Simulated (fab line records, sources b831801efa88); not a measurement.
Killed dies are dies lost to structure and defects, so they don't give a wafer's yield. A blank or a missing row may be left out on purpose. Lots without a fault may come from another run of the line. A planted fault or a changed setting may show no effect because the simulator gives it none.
Which tool did it? | flow gf180mcu | 24 lots, 72 wafers sampled, at 5 steps of a route of 602

WHAT THE GAUGES READ, wafer by wafer
GF_V4_RS_MEAS_24: measures by four-point-probe. Usual: V4_W_RS 0.332 ohm/sq, standard deviation 0.0063.
lot  | measured     | on            | V4_W_RS (ohm/sq)  | flag
L074 | day 24 21:52 | film_metro-04 | 0.335 0.328 0.332 |
L075 | day 25 03:27 | film_metro-04 | 0.338 0.326 0.330 |
L076 | day 25 15:19 | film_metro-04 | 0.325 0.337 0.338 |
L077 | day 26 04:47 | film_metro-04 | 0.329 0.328 0.340 |
L078 | day 26 06:43 | film_metro-02 | 0.334 0.345 0.332 |
L079 | day 26 12:05 | film_metro-02 | 0.328 0.324 0.321 |
L080 | day 27 05:23 | film_metro-04 | 0.327 0.331 0.333 |
L081 | day 27 09:52 | film_metro-02 | 0.331 0.327 0.329 |
L082 | day 27 12:31 | film_metro-04 | 0.329 0.329 0.327 |
L083 | day 27 20:46 | film_metro-02 | 0.343 0.334 0.342 |
L084 | day 28 04:13 | film_metro-02 | 0.325 0.326 0.323 |
L085 | day 28 10:41 | film_metro-02 | 0.328 0.326 0.322 |
L086 | day 28 19:46 | film_metro-02 | 0.341 0.342 0.337 |
L087 | day 29 04:41 | film_metro-04 | 0.325 0.326 0.326 |
L088 | day 29 13:47 | film_metro-04 | 0.337 0.335 0.338 |
L089 | day 29 17:38 | film_metro-02 | 0.338 0.340 0.337 |
L091 | day 30 09:19 | film_metro-02 | 0.341 0.334 0.336 |
L090 | day 30 09:54 | film_metro-02 | 0.339 0.339 0.333 |
L092 | day 30 14:31 | film_metro-02 | 0.325 0.326 0.324 |
L093 | day 30 22:04 | film_metro-02 | 0.336 0.336 0.333 |
L095 | day 31 07:30 | film_metro-02 | 0.322 0.327 0.326 |
L094 | day 31 09:44 | film_metro-02 | 0.344 0.337 0.335 |
L096 | day 31 14:30 | film_metro-04 | 0.333 0.335 0.338 |
L097 | day 32 01:24 | film_metro-04 | 0.342 0.341 0.343 |

GF_V5_RS_MEAS_24: measures by four-point-probe. Usual: V5_W_RS 0.328 ohm/sq, standard deviation 0.0041.
lot  | measured     | on            | V5_W_RS (ohm/sq)  | flag
L074 | day 27 18:45 | film_metro-04 | 0.331 0.325 0.324 |
L075 | day 27 22:08 | film_metro-04 | 0.323 0.326 0.326 |
L076 | day 28 08:37 | film_metro-03 | 0.330 0.335 0.328 |
L077 | day 28 22:19 | film_metro-04 | 0.331 0.325 0.334 |
L078 | day 28 23:50 | film_metro-03 | 0.328 0.329 0.325 |
L079 | day 29 03:43 | film_metro-03 | 0.326 0.324 0.329 |
L080 | day 29 20:05 | film_metro-03 | 0.335 0.324 0.328 |
L081 | day 29 23:16 | film_metro-03 | 0.334 0.330 0.327 |
L082 | day 30 02:31 | film_metro-03 | 0.329 0.337 0.334 |
L083 | day 30 09:51 | film_metro-04 | 0.328 0.325 0.325 |
L084 | day 30 18:14 | film_metro-03 | 0.332 0.330 0.326 |
L085 | day 30 23:57 | film_metro-03 | 0.330 0.333 0.322 |
L086 | day 31 08:36 | film_metro-04 | 0.335 0.329 0.328 |
L087 | day 31 16:10 | film_metro-03 | 0.327 0.327 0.328 |
L088 | day 31 23:33 | film_metro-04 | 0.333 0.332 0.331 |
L089 | day 32 04:06 | film_metro-04 | 0.327 0.333 0.330 |
L091 | day 32 16:41 | film_metro-04 | 0.331 0.332 0.340 |
L090 | day 32 17:55 | film_metro-04 | 0.323 0.330 0.332 |
L092 | day 32 22:10 | film_metro-03 | 0.322 0.323 0.323 |
L093 | day 33 05:19 | film_metro-03 | 0.327 0.321 0.325 |
L095 | day 33 14:45 | film_metro-04 | 0.327 0.323 0.325 |
L094 | day 33 15:38 | film_metro-03 | 0.325 0.326 0.328 |
L096 | day 33 20:15 | film_metro-03 | 0.335 0.323 0.324 |
L097 | day 34 05:03 | film_metro-04 | 0.322 0.319 0.328 |

WHICH TOOL RAN EACH LOT (tool, then ch and the chambers of the sampled wafers, then the start)
lot  | GF_V3_CMP_26                  | GF_M4_METAL_ETCH_16               | GF_MIM_SPUTTER_02
L074 | cmp-02 ch 0,3, day 22 22:11   | rie_metal-01 ch 0,1, day 23 21:16 | pvd_sputter-04, day 25 00:09
L075 | cmp-01 ch 0,2, day 23 03:23   | rie_metal-02 ch 0,1, day 24 02:59 | pvd_sputter-04, day 25 04:02
L076 | cmp-01 ch 0,1,3, day 23 16:29 | rie_metal-01 ch 0,1, day 24 15:20 | pvd_sputter-01, day 25 16:04
L077 | cmp-02 ch 0,1,3, day 24 06:53 | rie_metal-01 ch 0,1, day 25 05:05 | pvd_sputter-03, day 26 05:35
L078 | cmp-02 ch 1,2,3, day 24 07:53 | rie_metal-02 ch 0,1, day 25 06:50 | pvd_sputter-04, day 26 07:18
L079 | cmp-02 ch 0,1,2, day 24 13:45 | rie_metal-01 ch 0,1, day 25 12:31 | pvd_sputter-03, day 26 12:41
L080 | cmp-02 ch 1,2,3, day 25 08:07 | rie_metal-04 ch 0,1, day 26 06:10 | pvd_sputter-03, day 27 05:59
L081 | cmp-01 ch 0,2, day 25 12:17   | rie_metal-02 ch 0,1, day 26 09:56 | pvd_sputter-01, day 27 10:28
L082 | cmp-02 ch 0,1,2, day 25 15:26 | rie_metal-01 ch 0,1, day 26 13:31 | pvd_sputter-03, day 27 13:07
L083 | cmp-01 ch 0,2, day 25 23:37   | rie_metal-02 ch 0,1, day 26 21:55 | pvd_sputter-03, day 27 21:20
L084 | cmp-02 ch 1,3, day 26 08:28   | rie_metal-04 ch 0,1, day 27 05:20 | pvd_sputter-03, day 28 04:49
L085 | cmp-02 ch 1,2,3, day 26 14:57 | rie_metal-02 ch 0,1, day 27 12:17 | pvd_sputter-01, day 28 11:17
L086 | cmp-02 ch 1,3, day 27 00:04   | rie_metal-01 ch 1, day 27 21:31   | pvd_sputter-04, day 28 20:25
L087 | cmp-02 ch 0,1,3, day 27 10:07 | rie_metal-01 ch 1, day 28 06:49   | pvd_sputter-04, day 29 05:21
L088 | cmp-01 ch 0,2,3, day 27 19:43 | rie_metal-02 ch 1, day 28 15:44   | pvd_sputter-03, day 29 14:24
L089 | cmp-02 ch 0,1,2, day 27 23:45 | rie_metal-04 ch 0,1, day 28 19:37 | pvd_sputter-04, day 29 18:20
L091 | cmp-02 ch 1,2,3, day 28 15:26 | rie_metal-04 ch 1, day 29 11:23   | pvd_sputter-03, day 30 09:54
L090 | cmp-02 ch 0,3, day 28 16:44   | rie_metal-02 ch 1, day 29 12:37   | pvd_sputter-01, day 30 10:29
L092 | cmp-02 ch 1,3, day 28 21:44   | rie_metal-01 ch 1, day 29 18:02   | pvd_sputter-01, day 30 15:08
L093 | cmp-02 ch 0,3, day 29 05:22   | rie_metal-01 ch 1, day 30 01:17   | pvd_sputter-01, day 30 22:41
L095 | cmp-02 ch 1,2, day 29 16:01   | rie_metal-04 ch 0,1, day 30 11:20 | pvd_sputter-04, day 31 08:04
L094 | cmp-01 ch 0,2,3, day 29 18:10 | rie_metal-01 ch 0, day 30 13:14   | pvd_sputter-01, day 31 10:19
L096 | cmp-02 ch 1,2,3, day 29 23:07 | rie_metal-04 ch 0,1, day 30 18:25 | pvd_sputter-03, day 31 15:04
L097 | cmp-01 ch 0,1,3, day 30 10:52 | rie_metal-04 ch 0, day 31 05:35   | pvd_sputter-04, day 32 02:02
- GF_V3_CMP_26: polishes, stops on SiO2, t overpolish 15 s, target thk 0 nm.
- GF_M4_METAL_ETCH_16: etches the open film in Cl2/BCl3, stops on SiO2, target depth 750.8 nm, time 125.1 s.
- GF_MIM_SPUTTER_02: material AlCu, target thk 450 nm, time 23.9 s.

WHAT THE TOOLS THEMSELVES READ (means of the sampled wafers that have a number; where no wafer has one, the mark that the record gives instead)
GF_V3_CMP_26. Usual: motor_current_A 11.0 A, standard deviation 1.4; overpolish_run_s 15.000 s, standard deviation 0.0089; retaining_ring_pressure_frac 1.000, standard deviation 0.0053; time_to_endpoint_s 84 s, standard deviation 3.4.
lot  | tool   | motor_current_A (A) | overpolish_run_s (s) | retaining_ring_pressure_frac | time_to_endpoint_s (s) | flag
L074 | cmp-02 | 11.1                | 15.005               | 0.998                        | 79                     |
L075 | cmp-01 | 11.9                | 14.991               | 0.999                        | 83                     |
L076 | cmp-01 | 10.6                | 15.006               | 1.002                        | 85                     |
L077 | cmp-02 | 10.5                | 14.995               | 1.005                        | 84                     |
L078 | cmp-02 | 11.1                | 14.996               | 0.998                        | 85                     |
L079 | cmp-02 | 10.7                | 15.004               | 1.002                        | 85                     |
L080 | cmp-02 | 10.8                | 14.991               | 1.004                        | 81                     |
L081 | cmp-01 | 11.7                | 14.990               | 1.000                        | 87                     |
L082 | cmp-02 | 10.7                | 15.005               | 1.000                        | 86                     |
L083 | cmp-01 | 11.5                | 14.997               | 0.994                        | 81                     |
L084 | cmp-02 | 10.9                | 15.000               | 1.002                        | 85                     |
L085 | cmp-02 | 11.4                | 15.009               | 1.001                        | 84                     |
L086 | cmp-02 | 11.2                | 15.005               | 0.995                        | 85                     |
L087 | cmp-02 | 10.0                | 15.002               | 1.005                        | 88                     |
L088 | cmp-01 | 10.9                | 14.992               | 0.995                        | 83                     |
L089 | cmp-02 | 10.6                | 14.999               | 1.002                        | 82                     |
L091 | cmp-02 | 11.2                | 15.001               | 1.003                        | 86                     |
L090 | cmp-02 | 11.0                | 15.001               | 1.003                        | 81                     |
L092 | cmp-02 | 11.0                | 14.996               | 0.998                        | 85                     |
L093 | cmp-02 | 10.8                | 14.989               | 0.998                        | 86                     |
L095 | cmp-02 | 11.4                | 15.001               | 0.996                        | 81                     |
L094 | cmp-01 | 11.2                | 15.003               | 0.995                        | 86                     |
L096 | cmp-02 | 11.1                | 15.004               | 1.002                        | 81                     |
L097 | cmp-01 | 10.5                | 15.002               | 0.995                        | 82                     |

GF_M4_METAL_ETCH_16. Usual: drypump_motor_current_A 6.1 A, standard deviation 0.33; oes_product_au 0.990 a.u., standard deviation 0.0073; throttle_valve_pct 28.232 %, standard deviation 0.012.
lot  | tool         | drypump_motor_current_A (A) | oes_product_au (a.u.) | throttle_valve_pct (%) | flag
L074 | rie_metal-01 | 6.4                         | 0.994                 | 28.237                 |
L075 | rie_metal-02 | 5.7                         | 0.988                 | 28.233                 |
L076 | rie_metal-01 | 6.3                         | 0.988                 | 28.228                 |
L077 | rie_metal-01 | 6.3                         | 0.992                 | 28.227                 |
L078 | rie_metal-02 | 5.7                         | 0.990                 | 28.240                 |
L079 | rie_metal-01 | 6.2                         | 0.993                 | 28.223                 |
L080 | rie_metal-04 | 6.0                         | 0.993                 | 28.232                 |
L081 | rie_metal-02 | 5.6                         | 0.989                 | 28.230                 |
L082 | rie_metal-01 | 6.2                         | 0.996                 | 28.229                 |
L083 | rie_metal-02 | 5.7                         | 0.991                 | 28.230                 |
L084 | rie_metal-04 | 6.0                         | 0.987                 | 28.232                 |
L085 | rie_metal-02 | 5.7                         | 0.997                 | 28.223                 |
L086 | rie_metal-01 | 6.5                         | 0.985                 | 28.235                 |
L087 | rie_metal-01 | 6.6                         | 0.988                 | 28.246                 |
L088 | rie_metal-02 | 5.6                         | 0.986                 | 28.242                 |
L089 | rie_metal-04 | 6.0                         | 0.989                 | 28.229                 |
L091 | rie_metal-04 | 6.0                         | 0.994                 | 28.241                 |
L090 | rie_metal-02 | 5.7                         | 0.983                 | 28.242                 |
L092 | rie_metal-01 | 6.6                         | 0.990                 | 28.239                 |
L093 | rie_metal-01 | 6.6                         | 0.978                 | 28.243                 |
L095 | rie_metal-04 | 6.0                         | 0.992                 | 28.230                 |
L094 | rie_metal-01 | 6.1                         | 0.993                 | 28.231                 |
L096 | rie_metal-04 | 6.0                         | 0.991                 | 28.221                 |
L097 | rie_metal-04 | 6.0                         | 0.991                 | 28.232                 |

GF_MIM_SPUTTER_02. Usual: throttle_valve_pct 30.3 %, standard deviation 0.84.
lot  | tool           | throttle_valve_pct (%) | flag
L074 | pvd_sputter-04 | 30.1                   |
L075 | pvd_sputter-04 | 29.7                   |
L076 | pvd_sputter-01 | 30.1                   |
L077 | pvd_sputter-03 | 30.9                   |
L078 | pvd_sputter-04 | 30.0                   |
L079 | pvd_sputter-03 | 30.9                   |
L080 | pvd_sputter-03 | 30.2                   |
L081 | pvd_sputter-01 | 30.4                   |
L082 | pvd_sputter-03 | 30.7                   |
L083 | pvd_sputter-03 | 31.5                   |
L084 | pvd_sputter-03 | 30.9                   |
L085 | pvd_sputter-01 | 30.3                   |
L086 | pvd_sputter-04 | 30.1                   |
L087 | pvd_sputter-04 | 29.8                   |
L088 | pvd_sputter-03 | 30.7                   |
L089 | pvd_sputter-04 | 30.1                   |
L091 | pvd_sputter-03 | 30.4                   |
L090 | pvd_sputter-01 | 29.9                   |
L092 | pvd_sputter-01 | 30.5                   |
L093 | pvd_sputter-01 | 30.4                   |
L095 | pvd_sputter-04 | 30.3                   |
L094 | pvd_sputter-01 | 29.6                   |
L096 | pvd_sputter-03 | 30.4                   |
L097 | pvd_sputter-04 | 30.1                   |

THE ANSWER, worked out from the rows above alone
Rule: a lot is off if the mean of its wafers that have a number lies more than 3 standard deviations from the usual mean. A lot without any number at a reading at which 4 lots or more have one is off too. The other lots that the step has rows for count as sound. The gauges are gone through in route order, then the tools' own readings, and for those a lot's mean is taken as printed above. The first step at which some lot is off is used, and at that step the reading that is off furthest; a lot without a number counts as furthest.
No lot is off at any reading shown: from this, nothing can be told.

WHAT THE SIMULATOR HAD PUT IN
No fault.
